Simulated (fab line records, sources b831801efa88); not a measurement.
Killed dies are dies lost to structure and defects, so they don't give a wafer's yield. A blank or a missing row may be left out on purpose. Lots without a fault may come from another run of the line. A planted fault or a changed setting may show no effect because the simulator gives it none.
Which tool did it? | flow gf180mcu | 14 lots, 42 wafers sampled, at 5 steps of a route of 602

WHAT THE GAUGES READ, wafer by wafer
GF_STI_THK_MEAS_02.
lot  | measured    | on            | STI_OXIDATION_THK (nm)
L842 | day 1 11:31 | film_metro-02 | 10.15 10.08 10.07
L844 | day 1 21:49 | film_metro-03 | 10.11 10.06 10.22
L846 | day 2 07:47 | film_metro-03 | 10.04 10.12 10.16
L847 | day 2 12:31 | film_metro-03 | 9.98 10.10 10.06
L849 | day 2 22:31 | film_metro-04 | 10.04 9.97 10.07
L850 | day 3 05:11 | film_metro-02 | 9.75 9.63 9.90
L851 | day 3 08:31 | film_metro-03 | 9.87 10.00 9.81
L852 | day 3 13:52 | film_metro-04 | 9.92 9.88 9.79
L853 | day 3 19:08 | film_metro-04 | 10.01 9.96 10.06
L858 | day 4 20:32 | film_metro-04 | 10.05 10.05 10.25
L859 | day 5 00:37 | film_metro-03 | 10.11 10.17 9.86
L860 | day 5 05:32 | film_metro-02 | 10.04 10.32 10.17
L863 | day 5 20:31 | film_metro-03 | 9.81 9.91 10.12
L864 | day 6 01:31 | film_metro-03 | 9.78 9.95 9.67

GF_STI_CD_MEAS_12: target cd 220 nm.
lot  | measured    | on        | cd_nm (nm)
L842 | day 2 01:29 | cd_sem-01 | 218.5 219.5 218.5
L844 | day 2 11:16 | cd_sem-02 | 219.7 219.7 217.6
L846 | day 2 21:50 | cd_sem-01 | 219.6 219.4 219.8
L847 | day 3 03:25 | cd_sem-02 | 216.8 217.0 217.1
L849 | day 3 13:20 | cd_sem-01 | 220.1 219.5 220.3
L850 | day 3 20:35 | cd_sem-02 | 218.4 219.5 219.5
L851 | day 3 22:48 | cd_sem-02 | 209.5 207.9 209.0
L852 | day 4 04:30 | cd_sem-01 | 209.7 208.9 208.6
L853 | day 4 10:47 | cd_sem-01 | 220.4 221.8 220.4
L858 | day 5 12:30 | cd_sem-01 | 210.2 212.0 210.9
L859 | day 5 17:04 | cd_sem-02 | 218.8 217.7 218.4
L860 | day 5 21:53 | cd_sem-01 | 221.3 220.7 221.2
L863 | day 6 14:27 | cd_sem-01 | 219.8 219.5 220.1
L864 | day 6 18:51 | cd_sem-01 | 220.8 222.1 220.7

GF_STI_THK_MEAS_30.
lot  | measured    | on            | STI_OXIDATION_02_THK (nm)
L842 | day 2 06:25 | film_metro-04 | 9.99 10.05 10.00
L844 | day 2 16:45 | film_metro-04 | 9.71 9.74 9.79
L846 | day 3 02:13 | film_metro-02 | 10.15 10.08 10.27
L847 | day 3 08:40 | film_metro-02 | 9.96 9.97 10.13
L849 | day 3 17:44 | film_metro-04 | 10.10 9.96 9.99
L850 | day 4 00:56 | film_metro-03 | 10.12 9.79 10.19
L851 | day 4 03:52 | film_metro-04 | 9.95 10.07 9.98
L852 | day 4 08:50 | film_metro-04 | 10.10 10.11 10.17
L853 | day 4 15:24 | film_metro-02 | 10.47 10.42 10.29
L858 | day 5 18:29 | film_metro-03 | 10.05 10.01 9.99
L859 | day 5 22:09 | film_metro-02 | 9.91 9.75 9.96
L860 | day 6 02:13 | film_metro-04 | 10.12 10.09 10.15
L863 | day 6 19:54 | film_metro-04 | 10.52 10.31 10.36
L864 | day 6 23:41 | film_metro-02 | 10.27 10.17 10.29

GF_MVPSD_TW_MEAS_11.
lot  | measured     | on            | MVPSD_TW
L842 | day 5 00:45  | film_metro-04 | 547.3 544.8 546.9
L844 | day 5 12:30  | film_metro-02 | 547.9 545.6 549.5
L846 | day 5 23:41  | film_metro-02 | 551.7 547.4 547.3
L847 | day 6 07:56  | film_metro-01 | 549.1 550.7 548.7
L849 | day 6 17:08  | film_metro-01 | 551.6 551.6 549.5
L850 | day 7 02:29  | film_metro-02 | 549.9 549.6 549.4
L851 | day 7 05:35  | film_metro-01 | 545.4 543.3 542.8
L852 | day 7 11:23  | film_metro-02 | 549.6 552.5 548.3
L853 | day 7 18:46  | film_metro-02 | 547.6 548.3 551.0
L858 | day 9 03:56  | film_metro-04 | 550.2 544.0 544.9
L859 | day 9 07:05  | film_metro-01 | 548.4 544.4 546.2
L860 | day 9 10:21  | film_metro-01 | 548.1 547.6 548.5
L863 | day 10 07:02 | film_metro-01 | 546.9 548.1 546.4
L864 | day 10 12:08 | film_metro-04 | 549.3 549.5 547.0

WHICH TOOL RAN EACH LOT (tool, then ch and the chambers of the sampled wafers, then the start)
lot  | GF_STI_SOFTBAKE_08
L842 | litho_track-04 ch 0, day 1 19:32
L844 | litho_track-01 ch 0, day 2 05:19
L846 | litho_track-04 ch 0, day 2 15:37
L847 | litho_track-03 ch 0, day 2 20:43
L849 | litho_track-01 ch 0, day 3 06:54
L850 | litho_track-01 ch 0, day 3 13:27
L851 | litho_track-01 ch 0, day 3 16:39
L852 | litho_track-01 ch 0, day 3 22:18
L853 | litho_track-04 ch 0, day 4 03:55
L858 | litho_track-01 ch 0, day 5 05:21
L859 | litho_track-04 ch 0, day 5 09:40
L860 | litho_track-04 ch 0, day 5 14:49
L863 | litho_track-03 ch 0, day 6 06:25
L864 | litho_track-04 ch 0, day 6 11:17
- GF_STI_SOFTBAKE_08: time 60 s.

WHAT THE TOOLS THEMSELVES READ (means of the sampled wafers that have a number; where no wafer has one, the mark that the record gives instead)
GF_STI_SOFTBAKE_08.
lot  | tool           | chill_plate_temp_C (C) | heater_power_total_W (W) | plate_temp_C (C)
L842 | litho_track-04 | 22.96                  | 93.08                    | 129.86
L844 | litho_track-01 | 22.88                  | 93.06                    | 130.03
L846 | litho_track-04 | 22.91                  | 93.09                    | 130.06
L847 | litho_track-03 | 23.07                  | 93.02                    | 129.93
L849 | litho_track-01 | 22.97                  | 93.12                    | 129.95
L850 | litho_track-01 | 23.13                  | 93.09                    | 129.96
L851 | litho_track-01 | 23.07                  | 96.50                    | 133.56
L852 | litho_track-01 | 22.95                  | 96.54                    | 133.71
L853 | litho_track-04 | 22.98                  | 93.06                    | 130.02
L858 | litho_track-01 | 22.88                  | 96.48                    | 133.79
L859 | litho_track-04 | 23.09                  | 93.10                    | 129.95
L860 | litho_track-04 | 23.03                  | 93.05                    | 129.87
L863 | litho_track-03 | 23.09                  | 93.06                    | 130.02
L864 | litho_track-04 | 22.99                  | 93.03                    | 130.04

THE ANSWER, worked out from the rows above alone
Rule: what is usual is taken from the lots themselves. Put in order of their means at a reading, lots are off if they are a third of the lots or fewer, leave a main group of 4 or more, and stand apart from it by a gap of 3 or more times the standard deviation of the main group's means; of several such gaps the widest counts. A main group whose means are all the same, to the digits that the tables above print for the reading, isn't used. A lot without any number at a reading at which 4 lots or more have one is off too. The other lots that the step has rows for count as sound. The gauges are gone through in route order, then the tools' own readings, and for those a lot's mean is taken as printed above. The first step at which some lot is off is used, and at that step the reading that is off furthest; a lot without a number counts as furthest.
Off: L851, L852, L858, at GF_STI_CD_MEAS_12 (cd_nm). The main group: mean 219.5 nm, standard deviation 1.2.
A tool fits if, at a process step before that reading, it ran every lot that is off, and no sound lot after the first of them. The gauges at GF_STI_CD_MEAS_12 aren't tried: what is off there is off at GF_STI_SOFTBAKE_08 too, on other tools, and a gauge's error can't cause that. One fits: litho_track-01 at GF_STI_SOFTBAKE_08. Its last sound lot is L850 (day 3 13:27), its first lot that is off L851 (day 3 16:39): a fault that began between those two fits.
The tool's own readings at GF_STI_SOFTBAKE_08 bear it out: on the lots that are off they differ by more than 5 times the standard deviation of the sound lots' means. heater_power_total_W reads 96.51 W there against 93.07 W on the sound lots; plate_temp_C reads 133.69 C there against 129.97 C on the sound lots.

WHAT THE SIMULATOR HAD PUT IN
Process parameter drift: litho_track-01, from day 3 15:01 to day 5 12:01, at GF_STI_SOFTBAKE_08. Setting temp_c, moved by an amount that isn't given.
Lots struck among those shown: L851, L852, L858. The rule above found the same.
